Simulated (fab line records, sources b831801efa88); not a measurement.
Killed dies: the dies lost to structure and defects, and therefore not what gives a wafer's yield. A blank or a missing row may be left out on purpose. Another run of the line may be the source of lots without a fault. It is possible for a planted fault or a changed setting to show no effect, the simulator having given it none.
A lot that was struck, set against a sound lot || flow sky130 || 20 out of 708 route steps
Sound: these wafers, L662.1, L662.3, L662.4. Struck: wafers L672.1, L672.2, L672.4. Last of all comes the cause.
At each step with rows: each side's tool, then ch and its chambers, then its first start. Under that, the readings that differ: sound wafers || struck wafers || difference of the means || sigmas: that difference in standard deviations of wafers without a fault.
alike: a reading whose means differ by less than 2 such deviations, as well as words and numbers matching on both sides. not compared: withheld readings; readings where some wafer has no value; bounds like >300 that might hide an equal value; numbers whose values overlap and for which the record gives no deviation.
A row with sigmas, a row that says differs or no value, or rows on one side alone: a step with any of these is where the two part. Non-overlapping numbers with no deviation appear without sigmas and do not part them. A reading that every wafer of one side lacks parts them only if that side has two wafers or more.

SKY_METAL1_SPUTTER_02: material AlCu, target thk 250 nm, time 13.3 s.
  sound on pvd_sputter-01 at day 32 04:50; struck on pvd_sputter-04 at day 35 14:54
  alike: throttle_valve_pct
SKY_METAL1_SPUTTER_03: material Ti, target thk 5 nm, time 3.3 s.
  sound on pvd_sputter-01 at day 32 04:52; struck on pvd_sputter-04 at day 35 14:55
  alike: throttle_valve_pct
SKY_METAL1_SPUTTER_04: material TiN, target thk 70 nm, time 58.3 s.
  sound on pvd_sputter-01 at day 32 04:53; struck on pvd_sputter-04 at day 35 14:56
  alike: throttle_valve_pct
SKY_METAL1_RS_MEAS_05: measures by four-point-probe.
  sound on film_metro-03 at day 32 04:55; struck on film_metro-03 at day 35 15:02
  alike: METAL1_ALCU_RS
SKY_METAL1_THK_MEAS_06: measures by xrf.
  sound on film_metro-03 at day 32 05:02; struck on film_metro-03 at day 35 15:09
  alike: METAL1_ALCU_THK
then, 7 steps without rows for these wafers: SKY_METAL1_DEHYDRATE_07 (time 60 s); SKY_METAL1_HMDS_08 (prime time 60 s); SKY_METAL1_COAT_09 (resist thk 60 nm); SKY_METAL1_COAT_10 (resist thk 450 nm); SKY_METAL1_SOFTBAKE_11 (time 90 s); SKY_METAL1_EXPOSE_12 (exposes mask MM1, target cd 140 nm); SKY_METAL1_PEB_13.
SKY_METAL1_DEVELOP_14: develop time 60 s.
  sound on litho_track-01 ch 0, day 33 08:00; struck on litho_track-01 ch 0, day 36 17:00
  not compared: model.METAL1.cd_nm
SKY_METAL1_CD_MEAS_15: target cd 140 nm.
  sound on cd_sem-01 at day 33 08:40; struck on cd_sem-01 at day 36 17:34
  alike: cd_nm
SKY_METAL1_OVL_MEAS_16:
  sound on overlay-02 at day 33 08:47; struck on overlay-01 at day 36 17:41
  alike: METAL1_OVL
SKY_METAL1_DESCUM_17: chemistry O2, time 8 s.
  sound on rie_metal-02 ch 0,1, day 33 08:49; struck on rie_metal-03 ch 1, day 36 17:43
  alike: drypump_motor_current_A, oes_product_au
  not compared: rf_hours_counter_h
then, 1 step without rows for these wafers: SKY_METAL1_ETCH_18 (etches BARC in N2/H2, stops on SiO2, time 45.9 s, target depth 60 nm).
SKY_METAL1_METAL_ETCH_19: etches the open film in Cl2/BCl3, stops on SiO2, target depth 360 nm, time 78 s.
  sound on rie_metal-02 ch 0,1, day 33 08:55; struck on rie_metal-03 ch 1, day 36 17:55
  alike: bcl3_flow_sccm, drypump_motor_current_A, oes_product_au, throttle_valve_pct
  not compared: rf_hours_counter_h, model.METAL1.cd_nm
SKY_METAL1_STRIP_20: strips in O2/N2.
  sound on plasma_asher-02 ch 0,1, day 33 09:00; struck on plasma_asher-02 ch 0,1, day 36 18:05
  alike: drypump_motor_current_A, oes_product_au, strip_time_to_endpoint_s
  not compared: rf_hours_counter_h
SKY_PAD_OPEN_PROBE_99:
  rows exist in the record for the sound wafers here (prober-02, day 46 10:22), none for the struck ones

WHERE THEY PART
Within this record, at SKY_PAD_OPEN_PROBE_99 only.

WHY: the cause the simulator had injected
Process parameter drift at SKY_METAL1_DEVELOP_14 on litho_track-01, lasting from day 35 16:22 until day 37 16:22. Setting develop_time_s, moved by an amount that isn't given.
